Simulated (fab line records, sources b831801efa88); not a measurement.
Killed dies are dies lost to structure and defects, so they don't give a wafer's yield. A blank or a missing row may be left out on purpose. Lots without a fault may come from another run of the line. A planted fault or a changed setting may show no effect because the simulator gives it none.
Chamber matching | flow sky130 | SKY_CONTACT_HDPCVD_02 on hdpcvd-02: 3 sister chambers
The step deposits SiO2, target thk 565 nm, time 94.2 s. 6 wafers are shown with their chamber, then 7 later ones without.

WAFERS WITH THEIR CHAMBER
wafer  | chamber | susceptor_temp_C (C)
L482.4 | 0       | 599.73
L482.6 | 2       | 599.87
L489.3 | 0       | 600.09
L489.4 | 1       | 600.17
L493.1 | 1       | 599.64
L493.2 | 2       | 600.55

WAFERS WITHOUT THEIR CHAMBER
wafer  | susceptor_temp_C (C)
L493.5 | 600.08
L494.3 | 599.81
L494.5 | 600.40
L494.6 | 600.10
L498.1 | 600.21
L498.3 | 600.24
L498.6 | 599.84

WHICH CHAMBER EACH WENT THROUGH
wafer  | from the rows above          | in truth
L493.5 | can't be placed: 2 or 0 or 1 | 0
L494.3 | can't be placed: 1 or 0 or 2 | 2
L494.5 | can't be placed: 2 or 0 or 1 | 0
L494.6 | can't be placed: 2 or 0 or 1 | 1
L498.1 | can't be placed: 2 or 0 or 1 | 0
L498.3 | can't be placed: 2 or 0 or 1 | 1
L498.6 | can't be placed: 1 or 0 or 2 | 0
Placed correctly: 0 of 7. Can't be placed from these rows: 7 (the true chamber is among the candidates in 7). Placed wrongly: 0.
How it was worked out, from the rows above alone: a wafer's distance from a chamber is the root of the sum, over the readings, of the square of ((its reading less the chamber's mean) divided by the reading's scatter). The wafer belongs to the nearest chamber; if the next one is less than 2 further off, it can't be placed. A chamber's mean is the mean of its shown wafers. The scatter: the root of (the sum of the squares of (reading less its chamber's mean) over the shown wafers, divided by (wafers less chambers)).
